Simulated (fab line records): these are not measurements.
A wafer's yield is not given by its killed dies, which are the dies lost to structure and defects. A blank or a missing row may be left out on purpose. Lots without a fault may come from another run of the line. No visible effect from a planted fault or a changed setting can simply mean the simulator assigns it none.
Chamber matching    flow sky130    4 sister chambers for SKY_VIA3_ETCH_15 on rieDiel-02
The step etches SiO2 in C4F8/O2/Ar, stops on TiN, target depth 507 nm, time 78 s. 20 wafers are shown with their chamber, then 10 later ones without.

== WAFERS WITH THEIR CHAMBER ==
wafer   chamber  oesProductAu (a.u.)
L668.2  1        0.948
L668.3  0        0.948
L668.4  3        0.945
L669.3  1        0.935
L669.4  0        0.933
L669.5  1        0.954
L670.1  2        0.944
L670.2  1        0.942
L670.6  3        0.954
L671.1  0        0.955
L671.5  3        0.940
L671.6  0        0.949
L672.1  3        0.958
L672.2  0        0.943
L672.3  1        0.945
L681.2  2        0.941
L681.4  3        0.957
L681.5  0        0.942
L682.1  0        0.949
L682.4  2        0.939

SIGNATURES (averages over the wafers above)
reading       chamber 0  chamber 1  chamber 2  chamber 3  scatter within a chamber
oesProductAu  0.94557    0.94480    0.94133    0.95080    0.00688
Rule: a wafer lies at a distance from a chamber equal to the root of the sum of squares, over the readings, of (its reading less the chamber's mean, divided by the reading's scatter). The wafer belongs to the nearest chamber; if the next one is less than 2 further off, it can't be placed. The scatter is the square root of a quotient: the sum, over the shown wafers, of each reading's squared deviation from its chamber's mean, divided by wafers minus chambers.

== WAFERS WITH NO CHAMBER GIVEN ==
wafer   oesProductAu (a.u.)
L682.5  0.946
L683.2  0.955
L683.5  0.942
L683.6  0.946
L685.1  0.943
L685.3  0.947
L685.5  0.947
L689.3  0.945
L689.4  0.948
L689.5  0.950

== WHICH CHAMBER EACH WENT THROUGH ==
wafer   from the rows above                in truth
L682.5  can't be placed: 0 or 1 or 2 or 3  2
L683.2  can't be placed: 3 or 0 or 1 or 2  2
L683.5  can't be placed: 2 or 1 or 0 or 3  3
L683.6  can't be placed: 0 or 1 or 2 or 3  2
L685.1  can't be placed: 2 or 1 or 0 or 3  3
L685.3  can't be placed: 0 or 1 or 3 or 2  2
L685.5  can't be placed: 0 or 1 or 3 or 2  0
L689.3  can't be placed: 1 or 0 or 2 or 3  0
L689.4  can't be placed: 0 or 3 or 1 or 2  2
L689.5  can't be placed: 3 or 0 or 1 or 2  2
0 of 10 placed correctly. These rows do not allow placing 10 (true chamber among the candidates in 10). Number placed wrongly: 0.
